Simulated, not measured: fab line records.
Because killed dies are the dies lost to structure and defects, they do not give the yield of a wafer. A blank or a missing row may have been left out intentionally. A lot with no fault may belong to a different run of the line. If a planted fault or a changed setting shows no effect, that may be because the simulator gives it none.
Chamber matching + flow sky130 + SKY_POLY_GATE_ETCH_16 on rie diel-03 has 4 sister chambers
The step etches Si3N4 in CH3F/O2, stops on poly-Si, time 147.5 s, target depth 75 nm. 4 wafers are shown with their chamber, then 9 later ones without.

== WAFERS, EACH WITH ITS CHAMBER ==
| wafer  | chamber | drypump motor current A (A) |
|--------|---------|-----------------------------|
| L296.4 | 0       | 5.5                         |
| L300.4 | 1       | 6.0                         |
| L309.2 | 2       | 5.7                         |
| L309.4 | 3       | 6.2                         |

== WAFERS WITHOUT THEIR CHAMBER ==
| wafer  | drypump motor current A (A) |
|--------|-----------------------------|
| L311.4 | 6.0                         |
| L311.5 | 5.7                         |
| L311.6 | 6.2                         |
| L314.1 | 5.8                         |
| L314.2 | 6.0                         |
| L314.4 | 5.5                         |
| L315.2 | 5.7                         |
| L315.3 | 6.2                         |
| L315.4 | 5.5                         |

== EACH ONE'S CHAMBER ==
| wafer  | from the rows above | in truth |
|--------|---------------------|----------|
| L311.4 | 1                   | 1        |
| L311.5 | 2                   | 2        |
| L311.6 | 3                   | 3        |
| L314.1 | 2                   | 2        |
| L314.2 | 1                   | 1        |
| L314.4 | 0                   | 0        |
| L315.2 | 2                   | 2        |
| L315.3 | 3                   | 3        |
| L315.4 | 0                   | 0        |
Correct placement for 9 of the 9. Not placeable from these rows: 0. 0 placed wrongly.
How it was worked out, from the rows above alone: a wafer's distance from a chamber is the root of the sum, over the readings, of the square of ((its reading less the chamber's mean) divided by the reading's scatter). The wafer belongs to the nearest chamber; if the next one is less than 2 further off, it can't be placed. Each chamber's mean is taken over the wafers shown for it. The scatter (one wafer shown for each chamber): square how far every hidden wafer sits from the nearest shown wafer, average those squares and take the square root.
